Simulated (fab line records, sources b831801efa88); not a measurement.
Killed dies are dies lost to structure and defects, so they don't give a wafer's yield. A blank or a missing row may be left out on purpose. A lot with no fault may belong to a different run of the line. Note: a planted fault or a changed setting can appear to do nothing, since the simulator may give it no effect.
Which of the tools did it?	flow sky130	7 lots, 21 wafers sampled, at 1 step of a route of 708

WHAT THE GAUGES SHOWED, per wafer
SKY_SONOS_ONO_CD_MEAS_13: the cd target is 410 nm.
lot	measured	on	cdNm (nm)
L884	day 13 11:13	cdSem-01	410.4 410.4 409.7
L889	day 17 01:11	cdSem-01	411.6 410.9 413.7
L895	day 18 13:49	cdSem-01	408.3 411.0 410.3
L896	day 18 19:56	cdSem-02	413.7 412.2 411.5
L898	day 19 10:55	cdSem-01	413.4 412.3 413.8
L903	day 20 03:00	cdSem-02	406.6 408.6 407.3
L904	day 20 15:37	cdSem-02	409.7 411.5 409.3

WHAT TOOL EACH LOT RAN ON (gives the tool, then ch and the chambers of the sampled wafers, and finally the start)
There is no process step in the record ahead of these readings.

THE ANSWER, worked out from the rows above alone
Rule: usual is defined by the lots themselves. Put in order of their means at a reading, lots are off if they are a third of the lots or fewer, leave a main group of 4 or more, and stand apart from it by a gap of 3 or more times the standard deviation of the main group's means; of several such gaps the widest counts. Not used: any main group whose means are identical at the precision the tables above print for the reading. A lot without any number at a reading at which 4 lots or more have one is off too. All remaining lots with rows at the step are treated as sound.
No lot is off at any reading shown: from this, nothing can be told.

WHAT WAS PUT IN BY THE SIMULATOR
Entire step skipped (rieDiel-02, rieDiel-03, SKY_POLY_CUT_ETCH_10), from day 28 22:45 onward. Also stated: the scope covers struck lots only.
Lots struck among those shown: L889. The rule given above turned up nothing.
